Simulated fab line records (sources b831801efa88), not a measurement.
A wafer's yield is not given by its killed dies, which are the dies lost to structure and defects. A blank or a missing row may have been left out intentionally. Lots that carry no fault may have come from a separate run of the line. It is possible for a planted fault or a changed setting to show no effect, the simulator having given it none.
fab line records :: flow gf180mcu :: part 2 of 2: steps 28 to 39 of 39
record:
  lots: 5
  wafers: 15
  last-day: 34
route steps=602 shown HV_LDD@221 NSD@235 PSD@248
lots that met no fault: from a run of the same line without faults
start-h: hours from the record's opening day to when the first of the lot's shown wafers began :: wait-h: hours from the lot's prior step to this one :: " same as the row above :: L1.1+2: a row that stands for several wafers :: - no value present, or no start provided :: * or withheld: withheld :: < > ~ a bound
route shown NAME@n: names a module that has steps shown in the file, with the first one's number in the route :: usual: mean/standard deviation taken from wafers without a fault :: same: alike in all rows :: chamber/n: place in a boat :: sites: the reading at each site :: _std_site: their standard deviation :: _edge_site: inner sites' mean taken away from outer sites' mean :: radius-mm: how far each site lies from the wafer's centre :: mask NAME#n: copy n :: behind: tool/chamber where the wafer was last shaped :: hold: reason for holding the lot/hours on hold/outcome of the hold :: device: whichever transistor did not switch (one of n, p or np) :: end of line: tests run on the same wafers once the route is complete :: where a step has no rows: the recipe by itself :: killed: at the first sort, the dies lost to defects and structure; wafer yield is something else :: map: the dies of a wafer, with x for killed, . for not killed, _ for no die there
set.NAME: the setting as run; set.NAME@STEP: as run at that earlier step :: model.NAME: the simulator's own value behind a step, which no gauge read
lots at some steps of the route; a table a step, a row a wafer
services: from which hour (start-h, from the record's first day; less than 0 if before it) a tool's chamber was out of use, for how many hours, and why
== steps ==
step: GF_PSD_DEHYDRATE_00
recipe:
  temp-c: 200
  time-s: 60
usual:
  heater-power-total-W: 160.36/0.12
  plate-temp-C: 200.02/0.14
same:
  time-s: 60
lot.wafer: L076.2
tool: litho-track-02
chamber: 0
start-h: 317.99
wait-h: 9.7
heater-power-total-W: 160.23
plate-temp-C: 200.02

lot.wafer: L076.5
tool: litho-track-02
chamber: 0
start-h: 317.99
wait-h: 9.7
heater-power-total-W: 160.30
plate-temp-C: 200.01

lot.wafer: L076.6
tool: litho-track-02
chamber: 0
start-h: 317.99
wait-h: 9.7
heater-power-total-W: 160.34
plate-temp-C: 200.02

lot.wafer: L077.1
tool: litho-track-04
chamber: 0
start-h: 326.80
wait-h: 10.2
heater-power-total-W: 160.34
plate-temp-C: 200.15

lot.wafer: L077.4
tool: litho-track-04
chamber: 0
start-h: 326.80
wait-h: 10.2
heater-power-total-W: 160.44
plate-temp-C: 200.11

lot.wafer: L077.6
tool: litho-track-04
chamber: 0
start-h: 326.80
wait-h: 10.2
heater-power-total-W: 160.28
plate-temp-C: 200.01

lot.wafer: L078.3
tool: litho-track-02
chamber: 0
start-h: 329.01
wait-h: 10.0
heater-power-total-W: 160.28
plate-temp-C: 200.07

lot.wafer: L078.5
tool: litho-track-02
chamber: 0
start-h: 329.01
wait-h: 10.0
heater-power-total-W: 160.33
plate-temp-C: 200.00

lot.wafer: L078.6
tool: litho-track-02
chamber: 0
start-h: 329.01
wait-h: 10.0
heater-power-total-W: 160.56
plate-temp-C: 200.07

lot.wafer: L088.2
tool: litho-track-04
chamber: 0
start-h: 437.43
wait-h: 11.6
heater-power-total-W: 160.34
plate-temp-C: 199.94

lot.wafer: L088.4
tool: litho-track-04
chamber: 0
start-h: 437.43
wait-h: 11.6
heater-power-total-W: 160.17
plate-temp-C: 200.06

lot.wafer: L088.5
tool: litho-track-04
chamber: 0
start-h: 437.43
wait-h: 11.6
heater-power-total-W: 160.33
plate-temp-C: 199.78

lot.wafer: L096.1
tool: litho-track-01
chamber: 0
start-h: 492.55
wait-h: 11.2
heater-power-total-W: 160.40
plate-temp-C: 200.17

lot.wafer: L096.3
tool: litho-track-01
chamber: 0
start-h: 492.55
wait-h: 11.2
heater-power-total-W: 160.26
plate-temp-C: 200.10

lot.wafer: L096.6
tool: litho-track-01
chamber: 0
start-h: 492.55
wait-h: 11.2
heater-power-total-W: 160.39
plate-temp-C: 199.82
step: GF_PSD_HMDS_01
recipe:
  prime-time-s: 60
  prime-temp-c: 120
lot.wafer: L076.2+5+6
tool: litho-track-02
chamber: 0
start-h: 318.14
wait-h: 0.1

lot.wafer: L077.1+4+6
tool: litho-track-04
chamber: 0
start-h: 326.95
wait-h: 0.1

lot.wafer: L078.3+5+6
tool: litho-track-02
chamber: 0
start-h: 329.16
wait-h: 0.1

lot.wafer: L088.2+4+5
tool: litho-track-04
chamber: 0
start-h: 437.58
wait-h: 0.1

lot.wafer: L096.1+3+6
tool: litho-track-01
chamber: 0
start-h: 492.70
wait-h: 0.1
step: GF_PSD_COAT_02
recipe:
  resist: NOVOLAK
  spin-rpm: 3000
  resist-thk-nm: 1000
lot.wafer: L076.2+5+6
tool: litho-track-02
chamber: 0
start-h: 318.29
wait-h: 0.1

lot.wafer: L077.1+4+6
tool: litho-track-04
chamber: 0
start-h: 327.10
wait-h: 0.1

lot.wafer: L078.3+5+6
tool: litho-track-02
chamber: 0
start-h: 329.31
wait-h: 0.1

lot.wafer: L088.2+4+5
tool: litho-track-04
chamber: 0
start-h: 437.73
wait-h: 0.1

lot.wafer: L096.1+3+6
tool: litho-track-01
chamber: 0
start-h: 492.85
wait-h: 0.1
step: GF_PSD_SOFTBAKE_03
recipe:
  temp-c: 90
  time-s: 60
  resist: NOVOLAK
usual:
  heater-power-total-W: 56.60/0.043
  plate-temp-C: 90.00/0.13
same:
  time-s: 60
lot.wafer: L076.2
tool: litho-track-02
chamber: 0
start-h: 318.44
wait-h: 0.1
heater-power-total-W: 56.64
plate-temp-C: 90.09

lot.wafer: L076.5
tool: litho-track-02
chamber: 0
start-h: 318.44
wait-h: 0.1
heater-power-total-W: 56.59
plate-temp-C: 90.12

lot.wafer: L076.6
tool: litho-track-02
chamber: 0
start-h: 318.44
wait-h: 0.1
heater-power-total-W: 56.63
plate-temp-C: 90.00

lot.wafer: L077.1
tool: litho-track-04
chamber: 0
start-h: 327.25
wait-h: 0.1
heater-power-total-W: 56.61
plate-temp-C: 89.92

lot.wafer: L077.4
tool: litho-track-04
chamber: 0
start-h: 327.25
wait-h: 0.1
heater-power-total-W: 56.62
plate-temp-C: 90.18

lot.wafer: L077.6
tool: litho-track-04
chamber: 0
start-h: 327.25
wait-h: 0.1
heater-power-total-W: 56.61
plate-temp-C: 90.03

lot.wafer: L078.3
tool: litho-track-02
chamber: 0
start-h: 329.46
wait-h: 0.1
heater-power-total-W: 56.62
plate-temp-C: 90.19

lot.wafer: L078.5
tool: litho-track-02
chamber: 0
start-h: 329.46
wait-h: 0.1
heater-power-total-W: 56.61
plate-temp-C: 89.98

lot.wafer: L078.6
tool: litho-track-02
chamber: 0
start-h: 329.46
wait-h: 0.1
heater-power-total-W: 56.69
plate-temp-C: 90.00

lot.wafer: L088.2
tool: litho-track-04
chamber: 0
start-h: 437.88
wait-h: 0.1
heater-power-total-W: 56.62
plate-temp-C: 90.01

lot.wafer: L088.4
tool: litho-track-04
chamber: 0
start-h: 437.88
wait-h: 0.1
heater-power-total-W: 56.51
plate-temp-C: 89.92

lot.wafer: L088.5
tool: litho-track-04
chamber: 0
start-h: 437.88
wait-h: 0.1
heater-power-total-W: 56.58
plate-temp-C: 89.97

lot.wafer: L096.1
tool: litho-track-01
chamber: 0
start-h: 493.00
wait-h: 0.1
heater-power-total-W: 56.60
plate-temp-C: 89.96

lot.wafer: L096.3
tool: litho-track-01
chamber: 0
start-h: 493.00
wait-h: 0.1
heater-power-total-W: 56.59
plate-temp-C: 89.86

lot.wafer: L096.6
tool: litho-track-01
chamber: 0
start-h: 493.00
wait-h: 0.1
heater-power-total-W: 56.52
plate-temp-C: 89.94
step: GF_PSD_EXPOSE_04
recipe:
  mask-id: Pplus
  target-cd-nm: 400
  na: 0.6
  source-shape: conventional
  sigma-outer: 0.6
  dose-mj: 140
same:
  sigma-outer: 0.6
lot.wafer: L076.2+5+6
tool: iline-stepper-02
chamber: 0
start-h: -
wait-h: -
mask: Pplus#0

lot.wafer: L077.1+4+6
tool: iline-stepper-02
chamber: 0
start-h: -
wait-h: -
mask: Pplus#0

lot.wafer: L078.3+5+6
tool: iline-stepper-01
chamber: 0
start-h: -
wait-h: -
mask: Pplus#0

lot.wafer: L088.2+4+5
tool: iline-stepper-02
chamber: 0
start-h: -
wait-h: -
mask: Pplus#0

lot.wafer: L096.1+3+6
tool: iline-stepper-02
chamber: 0
start-h: -
wait-h: -
mask: Pplus#0
step: GF_PSD_PEB_05
recipe:
  temp-c: withheld
  time-s: *
  resist: NOVOLAK
same:
  time-s: *
lot.wafer: L076.2+5+6
tool: litho-track-01
chamber: 0
start-h: -
wait-h: -

lot.wafer: L077.1+4+6
tool: litho-track-04
chamber: 0
start-h: -
wait-h: -

lot.wafer: L078.3+5+6
tool: litho-track-02
chamber: 0
start-h: -
wait-h: -

lot.wafer: L088.2+4+5
tool: litho-track-04
chamber: 0
start-h: -
wait-h: -

lot.wafer: L096.1+3+6
tool: litho-track-04
chamber: 0
start-h: -
wait-h: -
step: GF_PSD_DEVELOP_06
recipe:
  develop-time-s: 60
  dev-temp-c: 23
lot.wafer: L076.2+5+6
tool: litho-track-01
chamber: 0
start-h: 329.03
wait-h: 0.1

lot.wafer: L077.1+4+6
tool: litho-track-04
chamber: 0
start-h: 337.40
wait-h: 0.1

lot.wafer: L078.3+5+6
tool: litho-track-02
chamber: 0
start-h: 339.46
wait-h: 0.1

lot.wafer: L088.2+4+5
tool: litho-track-04
chamber: 0
start-h: 449.78
wait-h: 0.1

lot.wafer: L096.1+3+6
tool: litho-track-04
chamber: 0
start-h: 504.85
wait-h: 0.1
step: GF_PSD_CD_MEAS_07
recipe:
  target-cd-nm: 400
usual:
  cd-nm: 400.0/2.4
lot.wafer: L076.2
tool: cd-sem-01
chamber: -
start-h: 329.17
wait-h: 0.1
cd-nm: 401.2

lot.wafer: L076.5
tool: cd-sem-01
chamber: -
start-h: 329.17
wait-h: 0.1
cd-nm: 399.8

lot.wafer: L076.6
tool: cd-sem-01
chamber: -
start-h: 329.17
wait-h: 0.1
cd-nm: 399.6

lot.wafer: L077.1
tool: cd-sem-01
chamber: -
start-h: 337.55
wait-h: 0.1
cd-nm: 402.3

lot.wafer: L077.4
tool: cd-sem-01
chamber: -
start-h: 337.55
wait-h: 0.1
cd-nm: 399.5

lot.wafer: L077.6
tool: cd-sem-01
chamber: -
start-h: 337.55
wait-h: 0.1
cd-nm: 400.2

lot.wafer: L078.3
tool: cd-sem-02
chamber: -
start-h: 339.60
wait-h: 0.1
cd-nm: 400.4

lot.wafer: L078.5
tool: cd-sem-02
chamber: -
start-h: 339.60
wait-h: 0.1
cd-nm: 400.0

lot.wafer: L078.6
tool: cd-sem-02
chamber: -
start-h: 339.60
wait-h: 0.1
cd-nm: 397.2

lot.wafer: L088.2
tool: cd-sem-01
chamber: -
start-h: 449.92
wait-h: 0.1
cd-nm: 400.5

lot.wafer: L088.4
tool: cd-sem-01
chamber: -
start-h: 449.92
wait-h: 0.1
cd-nm: 401.2

lot.wafer: L088.5
tool: cd-sem-01
chamber: -
start-h: 449.92
wait-h: 0.1
cd-nm: 399.3

lot.wafer: L096.1
tool: cd-sem-02
chamber: -
start-h: 505.00
wait-h: 0.1
cd-nm: 396.3

lot.wafer: L096.3
tool: cd-sem-02
chamber: -
start-h: 505.00
wait-h: 0.1
cd-nm: 396.5

lot.wafer: L096.6
tool: cd-sem-02
chamber: -
start-h: 505.00
wait-h: 0.1
cd-nm: 398.4
step: GF_PSD_OVL_MEAS_08
usual:
  PSD_OVL: -0.6/1.5
lot.wafer: L076.2
tool: overlay-01
chamber: -
start-h: 329.28
wait-h: 0.1
PSD_OVL[nm]: -2.7

lot.wafer: L076.5
tool: overlay-01
chamber: -
start-h: 329.28
wait-h: 0.1
PSD_OVL[nm]: -1.0

lot.wafer: L076.6
tool: overlay-01
chamber: -
start-h: 329.28
wait-h: 0.1
PSD_OVL[nm]: -2.6

lot.wafer: L077.1
tool: overlay-01
chamber: -
start-h: 337.67
wait-h: 0.1
PSD_OVL[nm]: 0.4

lot.wafer: L077.4
tool: overlay-01
chamber: -
start-h: 337.67
wait-h: 0.1
PSD_OVL[nm]: 0.4

lot.wafer: L077.6
tool: overlay-01
chamber: -
start-h: 337.67
wait-h: 0.1
PSD_OVL[nm]: -0.3

lot.wafer: L078.3
tool: overlay-02
chamber: -
start-h: 339.69
wait-h: 0.1
PSD_OVL[nm]: 1.6

lot.wafer: L078.5
tool: overlay-02
chamber: -
start-h: 339.69
wait-h: 0.1
PSD_OVL[nm]: 1.3

lot.wafer: L078.6
tool: overlay-02
chamber: -
start-h: 339.69
wait-h: 0.1
PSD_OVL[nm]: 2.1

lot.wafer: L088.2
tool: overlay-01
chamber: -
start-h: 450.03
wait-h: 0.1
PSD_OVL[nm]: 1.0

lot.wafer: L088.4
tool: overlay-01
chamber: -
start-h: 450.03
wait-h: 0.1
PSD_OVL[nm]: 0.9

lot.wafer: L088.5
tool: overlay-01
chamber: -
start-h: 450.03
wait-h: 0.1
PSD_OVL[nm]: 2.6

lot.wafer: L096.1
tool: overlay-01
chamber: -
start-h: 505.12
wait-h: 0.1
PSD_OVL[nm]: 1.8

lot.wafer: L096.3
tool: overlay-01
chamber: -
start-h: 505.12
wait-h: 0.1
PSD_OVL[nm]: 2.9

lot.wafer: L096.6
tool: overlay-01
chamber: -
start-h: 505.12
wait-h: 0.1
PSD_OVL[nm]: 3.3
step: GF_PSD_IMPLANT_09
recipe:
  species: BF2
  energy-kev: 40
  dose-cm2: 1.5e+15
  tilt-deg: 7
lot.wafer: L076.2+5+6
tool: implanter-04
chamber: 0
start-h: 329.33
wait-h: 0.0

lot.wafer: L077.1+4+6
tool: implanter-04
chamber: 0
start-h: 337.71
wait-h: 0.0

lot.wafer: L078.3+5+6
tool: implanter-03
chamber: 0
start-h: 339.77
wait-h: 0.1

lot.wafer: L088.2+4+5
tool: implanter-01
chamber: 0
start-h: 450.08
wait-h: 0.0

lot.wafer: L096.1+3+6
tool: implanter-03
chamber: 0
start-h: 505.16
wait-h: 0.0
step: GF_PSD_STRIP_10
recipe:
  chemistry: O2/N2
  power-w: 1400
  pressure-mtorr: 1500
  platen-temp-c: 250
  o2-flow-sccm: 3000
  n2-flow-sccm: 300
  overash-fraction: 0.5
usual:
  drypump-motor-current-A: 5.5/0.51
  heater-power-w: 330/18
  oes-product-au: 0.592/0.0048
  strip-time-to-endpoint-s: 16.53/0.034
lot.wafer: L076.2
tool: plasma-asher-03
chamber: 1
start-h: 329.46
wait-h: 0.1
drypump-motor-current-A: 5.2
heater-power-w: 317
oes-product-au: 0.600
rf-hours-counter-h: 21
strip-time-to-endpoint-s: 16.57

lot.wafer: L076.5
tool: plasma-asher-03
chamber: 0
start-h: 329.46
wait-h: 0.1
drypump-motor-current-A: 4.6
heater-power-w: 320
oes-product-au: 0.588
rf-hours-counter-h: -
strip-time-to-endpoint-s: 16.58

lot.wafer: L076.6
tool: plasma-asher-03
chamber: 1
start-h: 329.46
wait-h: 0.1
drypump-motor-current-A: 5.2
heater-power-w: 310
oes-product-au: 0.588
rf-hours-counter-h: -
strip-time-to-endpoint-s: 16.55

lot.wafer: L077.1
tool: plasma-asher-01
chamber: 1
start-h: 337.86
wait-h: 0.1
drypump-motor-current-A: 6.1
heater-power-w: 344
oes-product-au: 0.589
rf-hours-counter-h: 54
strip-time-to-endpoint-s: 16.56

lot.wafer: L077.4
tool: plasma-asher-01
chamber: 1
start-h: 337.86
wait-h: 0.1
drypump-motor-current-A: 6.1
heater-power-w: 328
oes-product-au: 0.600
rf-hours-counter-h: -
strip-time-to-endpoint-s: 16.52

lot.wafer: L077.6
tool: plasma-asher-01
chamber: 0
start-h: 337.86
wait-h: 0.1
drypump-motor-current-A: 5.6
heater-power-w: 345
oes-product-au: 0.591
rf-hours-counter-h: -
strip-time-to-endpoint-s: 16.53

lot.wafer: L078.3
tool: plasma-asher-03
chamber: 1
start-h: 339.90
wait-h: 0.1
drypump-motor-current-A: 5.2
heater-power-w: 314
oes-product-au: 0.591
rf-hours-counter-h: -
strip-time-to-endpoint-s: 16.53

lot.wafer: L078.5
tool: plasma-asher-03
chamber: 1
start-h: 339.90
wait-h: 0.1
drypump-motor-current-A: 5.2
heater-power-w: 317
oes-product-au: 0.596
rf-hours-counter-h: -
strip-time-to-endpoint-s: 16.50

lot.wafer: L078.6
tool: plasma-asher-03
chamber: 0
start-h: 339.90
wait-h: 0.1
drypump-motor-current-A: 4.7
heater-power-w: 309
oes-product-au: 0.596
rf-hours-counter-h: -
strip-time-to-endpoint-s: 16.50

lot.wafer: L088.2
tool: plasma-asher-01
chamber: 1
start-h: 450.21
wait-h: 0.1
drypump-motor-current-A: 6.1
heater-power-w: 339
oes-product-au: 0.595
rf-hours-counter-h: 67
strip-time-to-endpoint-s: 16.47

lot.wafer: L088.4
tool: plasma-asher-01
chamber: 1
start-h: 450.21
wait-h: 0.1
drypump-motor-current-A: 6.1
heater-power-w: 346
oes-product-au: 0.588
rf-hours-counter-h: -
strip-time-to-endpoint-s: 16.52

lot.wafer: L088.5
tool: plasma-asher-01
chamber: 1
start-h: 450.21
wait-h: 0.1
drypump-motor-current-A: 6.1
heater-power-w: 354
oes-product-au: 0.587
rf-hours-counter-h: -
strip-time-to-endpoint-s: 16.55

lot.wafer: L096.1
tool: plasma-asher-04
chamber: 1
start-h: 505.31
wait-h: 0.1
drypump-motor-current-A: 6.0
heater-power-w: 297
oes-product-au: 0.591
rf-hours-counter-h: 5
strip-time-to-endpoint-s: 16.54

lot.wafer: L096.3
tool: plasma-asher-04
chamber: 1
start-h: 505.31
wait-h: 0.1
drypump-motor-current-A: 6.0
heater-power-w: 292
oes-product-au: 0.593
rf-hours-counter-h: -
strip-time-to-endpoint-s: 16.51

lot.wafer: L096.6
tool: plasma-asher-04
chamber: 1
start-h: 505.31
wait-h: 0.1
drypump-motor-current-A: 6.0
heater-power-w: 297
oes-product-au: 0.592
rf-hours-counter-h: -
strip-time-to-endpoint-s: 16.54
step: GF_PSD_TW_MEAS_11
usual:
  PSD_TW: 3150/28
lot.wafer: L076.2
tool: film-metro-02
chamber: -
start-h: 329.57
wait-h: 0.1
PSD_TW: 3106

lot.wafer: L076.5
tool: film-metro-02
chamber: -
start-h: 329.57
wait-h: 0.1
PSD_TW: 3140

lot.wafer: L076.6
tool: film-metro-02
chamber: -
start-h: 329.57
wait-h: 0.1
PSD_TW: 3122

lot.wafer: L077.1
tool: film-metro-04
chamber: -
start-h: 337.96
wait-h: 0.1
PSD_TW: 3130

lot.wafer: L077.4
tool: film-metro-04
chamber: -
start-h: 337.96
wait-h: 0.1
PSD_TW: 3138

lot.wafer: L077.6
tool: film-metro-04
chamber: -
start-h: 337.96
wait-h: 0.1
PSD_TW: 3121

lot.wafer: L078.3
tool: film-metro-03
chamber: -
start-h: 339.99
wait-h: 0.1
PSD_TW: 3200

lot.wafer: L078.5
tool: film-metro-03
chamber: -
start-h: 339.99
wait-h: 0.1
PSD_TW: 3185

lot.wafer: L078.6
tool: film-metro-03
chamber: -
start-h: 339.99
wait-h: 0.1
PSD_TW: 3207

lot.wafer: L088.2
tool: film-metro-02
chamber: -
start-h: 450.32
wait-h: 0.1
PSD_TW: 3155

lot.wafer: L088.4
tool: film-metro-02
chamber: -
start-h: 450.32
wait-h: 0.1
PSD_TW: 3151

lot.wafer: L088.5
tool: film-metro-02
chamber: -
start-h: 450.32
wait-h: 0.1
PSD_TW: 3157

lot.wafer: L096.1
tool: film-metro-02
chamber: -
start-h: 505.41
wait-h: 0.1
PSD_TW: 3128

lot.wafer: L096.3
tool: film-metro-02
chamber: -
start-h: 505.41
wait-h: 0.1
PSD_TW: 3128

lot.wafer: L096.6
tool: film-metro-02
chamber: -
start-h: 505.41
wait-h: 0.1
PSD_TW: 3134
== services ==
tool: iline-stepper-01
chamber: -
start-h: 261.10
hours: 1.7
kind: pm

tool: plasma-asher-02
chamber: -
start-h: 267.96
hours: 10.7
kind: repair

tool: iline-stepper-02
chamber: -
start-h: 278.55
hours: 1.7
kind: pm

tool: rie-diel-04
chamber: 1
start-h: 287.70
hours: 2.4
kind: repair

tool: lpcvd-01
chamber: -
start-h: 338.04
hours: 1.3
kind: repair

tool: plasma-asher-03
chamber: -
start-h: 352.92
hours: 1.4
kind: repair

tool: plasma-asher-01
chamber: -
start-h: 353.32
hours: 2.0
kind: repair

tool: iline-stepper-02
chamber: -
start-h: 353.98
hours: 6.9
kind: repair

tool: implanter-03
chamber: -
start-h: 362.06
hours: 2.5
kind: repair

tool: rie-diel-04
chamber: 2
start-h: 363.95
hours: 7.2
kind: repair

tool: plasma-asher-02
chamber: -
start-h: 365.73
hours: 10.5
kind: repair

tool: implanter-03
chamber: -
start-h: 376.93
hours: 74.7
kind: pm

tool: rie-diel-04
chamber: 3
start-h: 379.73
hours: 4.2
kind: repair

tool: rtp-anneal-02
chamber: -
start-h: 384.09
hours: 4.6
kind: pm

tool: lpcvd-01
chamber: -
start-h: 388.56
hours: 28.1
kind: pm

tool: plasma-asher-02
chamber: -
start-h: 402.68
hours: 2.5
kind: repair

tool: implanter-04
chamber: -
start-h: 417.09
hours: 2.0
kind: repair

tool: iline-stepper-01
chamber: -
start-h: 422.13
hours: 4.4
kind: pm

tool: implanter-02
chamber: -
start-h: 426.51
hours: 6.1
kind: repair

tool: implanter-04
chamber: -
start-h: 434.98
hours: 3.6
kind: repair

tool: implanter-03
chamber: -
start-h: 473.84
hours: 2.9
kind: repair

tool: plasma-asher-01
chamber: -
start-h: 474.40
hours: 6.0
kind: pm

tool: lpcvd-02
chamber: -
start-h: 489.50
hours: 0.4
kind: repair

tool: iline-stepper-02
chamber: -
start-h: 496.73
hours: 1.7
kind: pm
